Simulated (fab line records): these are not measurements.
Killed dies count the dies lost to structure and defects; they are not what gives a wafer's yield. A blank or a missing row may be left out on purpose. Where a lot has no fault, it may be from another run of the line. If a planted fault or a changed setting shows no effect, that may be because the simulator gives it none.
Matching of chambers || flow sfq_line || SFQ_TRILAYER_I3_CMP_CMP_082 on cmp-02 has 3 sister chambers
The step polishes SiO2. 6 wafers are shown with their chamber, then 6 later ones without.

## WAFERS, EACH WITH ITS CHAMBER
{"wafer": "L689.1", "chamber": 3, "motor_current_A (A)": 9.5, "time_to_endpoint_s (s)": 198}
{"wafer": "L694.1", "chamber": 3, "motor_current_A (A)": 9.8, "time_to_endpoint_s (s)": 199}
{"wafer": "L695.1", "chamber": 1, "motor_current_A (A)": 10.2, "time_to_endpoint_s (s)": 201}
{"wafer": "L695.5", "chamber": 2, "motor_current_A (A)": 10.7, "time_to_endpoint_s (s)": 223}
{"wafer": "L708.3", "chamber": 2, "motor_current_A (A)": 10.9, "time_to_endpoint_s (s)": 208}
{"wafer": "L708.4", "chamber": 1, "motor_current_A (A)": 10.1, "time_to_endpoint_s (s)": 205}

## WAFERS MISSING THEIR CHAMBER
{"wafer": "L708.6", "motor_current_A (A)": 10.4, "time_to_endpoint_s (s)": 212}
{"wafer": "L709.2", "motor_current_A (A)": 9.4, "time_to_endpoint_s (s)": 205}
{"wafer": "L709.1", "motor_current_A (A)": 10.2, "time_to_endpoint_s (s)": 212}
{"wafer": "L709.5", "motor_current_A (A)": 10.3, "time_to_endpoint_s (s)": 216}
{"wafer": "L710.1", "motor_current_A (A)": 10.0, "time_to_endpoint_s (s)": 201}
{"wafer": "L710.3", "motor_current_A (A)": 9.6, "time_to_endpoint_s (s)": 191}

## CHAMBER TAKEN BY EACH
{"wafer": "L708.6", "from the rows above": "can't be placed: 1 or 2", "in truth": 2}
{"wafer": "L709.2", "from the rows above": 3, "in truth": 3}
{"wafer": "L709.1", "from the rows above": 1, "in truth": 1}
{"wafer": "L709.5", "from the rows above": "can't be placed: 1 or 2", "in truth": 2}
{"wafer": "L710.1", "from the rows above": "can't be placed: 1 or 3", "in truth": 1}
{"wafer": "L710.3", "from the rows above": 3, "in truth": 3}
3 of 6 placed correctly. These rows do not allow placing 3 (true chamber among the candidates in 3). 0 placed wrongly.
How it was worked out, from the rows above alone: a wafer's distance from a chamber is the root of the sum, over the readings, of the square of ((its reading less the chamber's mean) divided by the reading's scatter). The wafer belongs to the nearest chamber; if the next one is less than 2 further off, it can't be placed. For every chamber, the mean is computed from those of its wafers that are shown. How the scatter is found: for the shown wafers, subtract from each reading the mean of its chamber, square and add these, divide the total by (wafers less chambers), then take the root.
